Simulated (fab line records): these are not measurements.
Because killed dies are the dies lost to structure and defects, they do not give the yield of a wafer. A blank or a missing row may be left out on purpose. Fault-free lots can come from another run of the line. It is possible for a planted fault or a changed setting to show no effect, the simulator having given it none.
Problem report in the 8D (eight disciplines) form, filled by code	flow sky130	the parts of the form that need people (team, actions taken, sign-off) are left out

== 1. WHAT WENT WRONG ==
overpolishRunS at SKY_VIA3_CMP_24 reads a mean of 22.563 s on 3 wafers of 2 lots; wafers without a fault read 20.000 s with a standard deviation of 0.009. That is +99 or more standard deviations from the usual mean.
The step: polishes, stops on SiO2, t overpolish 20 s, target thk 0 nm.
Earliest sighting: wafer L365.4 on cmp-02 at day 42 01:58. At this step, 18 wafers from 6 lots have a number in the record. The rule behind "out" and "out of limits": a value lying over 4 standard deviations away from the usual mean. All remaining wafers that have a number are taken as sound.

== 2. WHAT IT IS, AND WHAT IT ISN'T ==
question	is	is not
which readings at this step	overpolishRunS	motorCurrentA, platenRpm, retainingRingPressureFrac, timeToEndpointS
which lots	L365, L366	L359, L378, L380, L381
which wafers of those lots	L365.4, L366.1, L366.5	L365.1, L365.3, L366.3
read on which tools	cmp-02	cmp-01
when	from day 42 01:58	up to then (5 sound wafers); but 10 sound wafers of L366, L378, L380, L381 came after

== 3. SUSPECTS, AND WHAT RULES EACH OUT ==
Counting: a tool at a process step up to the reading stays a suspect if it ran every lot that is out. Sound lots after the first of them don't rule it out here, since some wafers of a struck lot are sound.
- plasmaAsher-01 at SKY_VIA3_STRIP_16 (strips in O2/N2): kept. Every lot that is out went through it, the first being L365 (day 42 00:45); the last sound lot it ran before that was L359 (day 40 07:27).
- cvdW-02 at SKY_VIA3_CVD_21 (deposits W, target thk 390 nm, time 117.31 s): kept. It ran every lot that is out, first L365 (day 42 01:26).
- cmp-02 at SKY_VIA3_CMP_24 (polishes, stops on SiO2, t overpolish 20 s, target thk 0 nm): kept. Every lot that is out went through it, the first being L365 (day 42 01:58); the last sound lot it ran before that was L359 (day 40 08:28). Out on those wafers are its own readings of overpolishRunS.
- In cmp-02 at SKY_VIA3_CMP_24, the wafers that are out were processed in chamber 2 and their sound lot-mates in chambers 0, 1, 3.
Left after counting: plasmaAsher-01 at SKY_VIA3_STRIP_16, cvdW-02 at SKY_VIA3_CVD_21, cmp-02 at SKY_VIA3_CMP_24.

== 4. THE CAUSE (what the simulator had put in) ==
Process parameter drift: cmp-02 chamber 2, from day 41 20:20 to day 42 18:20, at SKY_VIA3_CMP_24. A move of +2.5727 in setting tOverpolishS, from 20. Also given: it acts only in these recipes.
Counting left 3 suspects, and this tool is among them.

== 5. THE EFFECT CHAIN, in route order ==
Each row: a reading where the mean over the struck wafers with a number is more than 3 standard deviations away from the usual. Readings are gone through only where the record gives a usual standard deviation; hours: the median, over the lots, of the time from a lot's start at the first step in this table giving one to that lot's start at this step; sigmas: the change measured in usual standard deviations.
hours	step	reading	usual	on struck wafers	change	sigmas
0	SKY_VIA3_CMP_24	overpolishRunS	20.000 s	22.563	+2.563	+99 or more
Its process steps:
- SKY_VIA3_CMP_24: polishes, stops on SiO2, t overpolish 20 s, target thk 0 nm.

== 6. HOW IT WOULD HAVE BEEN CAUGHT EARLIER ==
In this record the first reading out of limits was taken at day 42 01:58, 6 hours after the fault began at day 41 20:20.
